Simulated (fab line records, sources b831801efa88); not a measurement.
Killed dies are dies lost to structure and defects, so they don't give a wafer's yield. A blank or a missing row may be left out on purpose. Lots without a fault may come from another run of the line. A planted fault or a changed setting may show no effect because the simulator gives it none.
Which tool did it? | flow sky130 | 7 lots, 21 wafers sampled, at 4 steps of a route of 708

WHAT THE GAUGES READ, wafer by wafer
SKY_VIA3_THK_MEAS_01.
lot  | measured     | on            | VIA3_HDPCVD_THK (nm)
L517 | day 39 16:01 | film_metro-01 | 1657 1674 1664
L519 | day 40 07:06 | film_metro-02 | 1672 1672 1664
L521 | day 40 19:37 | film_metro-04 | 1654 1659 1646
L524 | day 41 16:00 | film_metro-02 | 1633 1624 1616
L526 | day 42 13:18 | film_metro-02 | 1646 1649 1628
L533 | day 44 09:34 | film_metro-01 | 1629 1624 1621

WHICH TOOL RAN EACH LOT (tool, then ch and the chambers of the sampled wafers, then the start)
lot  | SKY_SONOS_ONO_DEVELOP_12          | SKY_METAL1_SPUTTER_02        | SKY_VIA1_ETCH_14
L517 | litho_track-04 ch 0, day 13 19:29 | pvd_sputter-03, day 32 17:49 | rie_diel-03 ch 1,2,3, day 35 01:39
L519 | litho_track-02 ch 0, day 14 09:22 | pvd_sputter-02, day 33 11:41 | rie_diel-03 ch 0,1,3, day 35 18:32
L521 | litho_track-04 ch 0, day 14 23:19 | pvd_sputter-01, day 34 00:01 | rie_diel-02 ch 0,1, day 36 06:49
L524 | litho_track-02 ch 0, day 15 23:14 | pvd_sputter-03, day 34 21:50 | rie_diel-03 ch 0,1,2, day 37 03:54
L526 | litho_track-02 ch 0, day 17 01:49 | pvd_sputter-03, day 35 22:48 | rie_diel-02 ch 1,2,3, day 38 04:14
L529 | litho_track-04, day 18 04:11      | -                            | -
L533 | litho_track-01 ch 0, day 19 10:58 | pvd_sputter-02, day 38 00:03 | rie_diel-02 ch 0,1,2, day 40 04:17
- SKY_SONOS_ONO_DEVELOP_12: develop time 60 s.
- SKY_METAL1_SPUTTER_02: material AlCu, target thk 250 nm, time 13.3 s.
- SKY_VIA1_ETCH_14: etches BARC in N2/H2, stops on SiO2, time 45.9 s, target depth 60 nm.

THE ANSWER, worked out from the rows above alone
Rule: what is usual is taken from the lots themselves. Put in order of their means at a reading, lots are off if they are a third of the lots or fewer, leave a main group of 4 or more, and stand apart from it by a gap of 3 or more times the standard deviation of the main group's means; of several such gaps the widest counts. A main group whose means are all the same, to the digits that the tables above print for the reading, isn't used. A lot without any number at a reading at which 4 lots or more have one is off too. The other lots that the step has rows for count as sound.
No lot is off at any reading shown: from this, nothing can be told.

WHAT THE SIMULATOR HAD PUT IN
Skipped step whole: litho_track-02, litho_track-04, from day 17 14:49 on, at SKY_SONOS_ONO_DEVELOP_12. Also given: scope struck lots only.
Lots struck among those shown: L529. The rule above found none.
